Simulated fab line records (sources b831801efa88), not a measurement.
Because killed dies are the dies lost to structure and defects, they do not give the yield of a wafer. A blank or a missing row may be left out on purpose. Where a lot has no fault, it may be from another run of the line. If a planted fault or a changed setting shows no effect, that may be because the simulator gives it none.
One fault seen from 2 desks + flow gf180mcu + each desk holds nothing but its own numbers, with what lay behind them at the end

## FROM THE METROLOGY DESK
Lot by lot, what the gauges showed, no matter which tool ran the lot: averages of those sampled wafers that carry a number. If a lot's mean is further than 4 standard deviations from the usual mean, the lot is out of limits and carries the mark OUT (the distance appears in the brackets).
Columns: A = V3_OVL at GF_V3_OVL_MEAS_15, usual 4 nm; B = V3_W_RS at GF_V3_RS_MEAS_24, usual 0.325 ohm/sq; C = V3_W_THK at GF_V3_THK_MEAS_25, usual 358 nm; D = M4_ALCU_RS at GF_M4_RS_MEAS_05, usual 0.0699 ohm/sq
| lot  | first seen here | A  | B                | C              | D      |
|------|-----------------|----|------------------|----------------|--------|
| L782 | day 22 19:56    | 4  | 0.320            | 363            | 0.0695 |
| L786 | day 24 07:08    | 10 | 0.248 (-11) OUT  | 472 (+15) OUT  | 0.0694 |
| L789 | day 25 15:29    | 1  | 0.289 (-5.4) OUT | 412 (+7.1) OUT | 0.0698 |
| L790 | day 25 16:05    | 5  | 0.302            | 391 (+4.4) OUT | 0.0702 |
| L793 | day 26 18:26    | 6  | 0.327            | 355            | 0.0711 |
| L798 | day 27 21:27    | -3 | 0.323            | 361            | 0.0699 |
| L799 | day 28 06:56    | -1 | 0.325            | 361            | 0.0691 |
| L800 | day 28 17:02    | -2 | 0.328            | 358            | 0.0697 |
| L801 | day 28 23:35    | 7  | 0.329            | 352            | 0.0699 |
| L803 | day 29 09:19    | 5  | 0.321            | 360            | 0.0703 |
| L804 | day 29 17:20    | 9  | 0.322            | 361            | 0.0705 |
Finding of this desk: L786, L789, L790 out of limits, first seen on L786 at day 24 08:04 (V3_W_RS at GF_V3_RS_MEAS_24). Within limits: L782, L793, L798, L799, L800, L801, L803, L804.

## THE TOOL OWNER'S DESK: cvd-w-01
The tool's own readings at GF_V3_CVD_23 (deposits W, target thk 350 nm, time 104.9 s): means of the sampled wafers that have a number, for each lot that ran on this tool. If a lot's mean is further than 4 standard deviations from the usual mean, the lot is out of limits and carries the mark OUT (the distance appears in the brackets).
Columns: A = heater-power-w at GF_V3_CVD_23, usual 837 W
| lot  | first seen here | A   |
|------|-----------------|-----|
| L786 | day 24 07:58    | 734 |
| L789 | day 25 16:19    | 798 |
| L790 | day 25 17:02    | 725 |
| L798 | day 27 22:20    | 765 |
| L799 | day 28 07:50    | 758 |
| L801 | day 29 00:23    | 727 |
This desk's finding: nothing out of limits on any of the 6 lots.

## ALL TOGETHER
Metrology desk: alarm possible at day 24 08:04 on L786, L789, L790.
Nothing out of limits was seen by the tool owner's desk.
Tool owner's desk: L786, L789, L790 on record, inside its limits.
GF_V3_CVD_23 was run on cvd-w-01 by each of the lots named.

## WHAT WAS PUT IN BY THE SIMULATOR
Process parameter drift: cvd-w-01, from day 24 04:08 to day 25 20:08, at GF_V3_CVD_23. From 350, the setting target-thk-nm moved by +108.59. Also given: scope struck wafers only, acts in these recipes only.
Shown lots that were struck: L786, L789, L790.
Time in hours between the start of the fault and the first out-of-limits reading at each desk: metrology desk, 4.
